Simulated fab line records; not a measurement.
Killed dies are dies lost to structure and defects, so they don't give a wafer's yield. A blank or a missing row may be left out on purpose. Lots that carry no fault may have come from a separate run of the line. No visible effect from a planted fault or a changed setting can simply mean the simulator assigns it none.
One fault seen from 2 desks | flow sfq line | only its own numbers are on each desk; what lay behind them is given at the end

== FOR THE TOOL OWNER'S DESK: litho track-03 ==
The tool's own readings at SFQ_TRILAYER_M4_LITHO_COAT_093 (resist thk 600 nm): means of the sampled wafers that have a number, for each lot that ran on this tool. The brackets show how far a lot's mean lies from the usual mean; more than 4 standard deviations puts the lot out of limits, marked OUT.
Columns: A = chill plate temp C at SFQ_TRILAYER_M4_LITHO_COAT_093, usual 23.03 C; B = spin speed rpm at SFQ_TRILAYER_M4_LITHO_COAT_093, usual 2999.8 rpm
lot  | first seen here | A     | B
L832 | day 49 17:08    | 23.05 | 3000.1
L834 | day 50 11:15    | 22.95 | 2998.4
L841 | day 54 09:37    | 23.27 | 2998.7
L849 | day 56 21:19    | 22.93 | 2999.4
L851 | day 57 07:34    | 22.92 | 2844.4 (-82) OUT
L852 | day 57 12:19    | 23.19 | 2841.4 (-83) OUT
This desk's finding: out of limits on L851, L852; first on L851, day 57 07:34 (spin speed rpm at SFQ_TRILAYER_M4_LITHO_COAT_093). L832, L834, L841, L849: within limits.

== FROM THE METROLOGY DESK ==
What the gauges read, lot by lot, whatever tool the lot ran on: means of the sampled wafers that have a number. The brackets show how far a lot's mean lies from the usual mean; more than 4 standard deviations puts the lot out of limits, marked OUT.
Columns: A = I7_BOW at SFQ_I7_BOW_MEAS_946, usual 7 um
lot  | first seen here | A
L831 | day 75 05:26    | 7
L832 | day 75 07:08    | 1
L834 | day 75 15:17    | 6
L835 | day 75 19:03    | -6
L836 | day 76 10:42    | 8
L837 | day 76 22:13    | -5
L840 | day 79 05:21    | 11
L841 | day 86 16:56    | 12
L842 | day 86 18:30    | 14
L843 | day 86 19:56    | 3
L849 | day 87 18:34    | 8
L851 | day 88 01:50    | 24
L852 | day 88 05:16    | 11
L854 | day 88 18:28    | 8
This desk found nothing out of limits on any of the 14 lots.

== PUT TOGETHER ==
On L851, L852, at day 57 07:34, an alarm was possible from the tool owner's desk.
Nothing out of limits was seen by the metrology desk.
The metrology desk holds a record of L851, L852, inside its limits.
Of the lots named, all ran SFQ_TRILAYER_M4_LITHO_COAT_093 on litho track-03.

== WHAT THE SIMULATOR HAD INSERTED ==
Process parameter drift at SFQ_TRILAYER_M4_LITHO_COAT_093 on litho track-03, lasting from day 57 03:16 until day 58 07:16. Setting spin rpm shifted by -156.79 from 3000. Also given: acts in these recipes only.
Lots struck among those shown: L851, L852.
Each desk's first reading out of limits, in hours after the fault started: the tool owner's desk, 4.
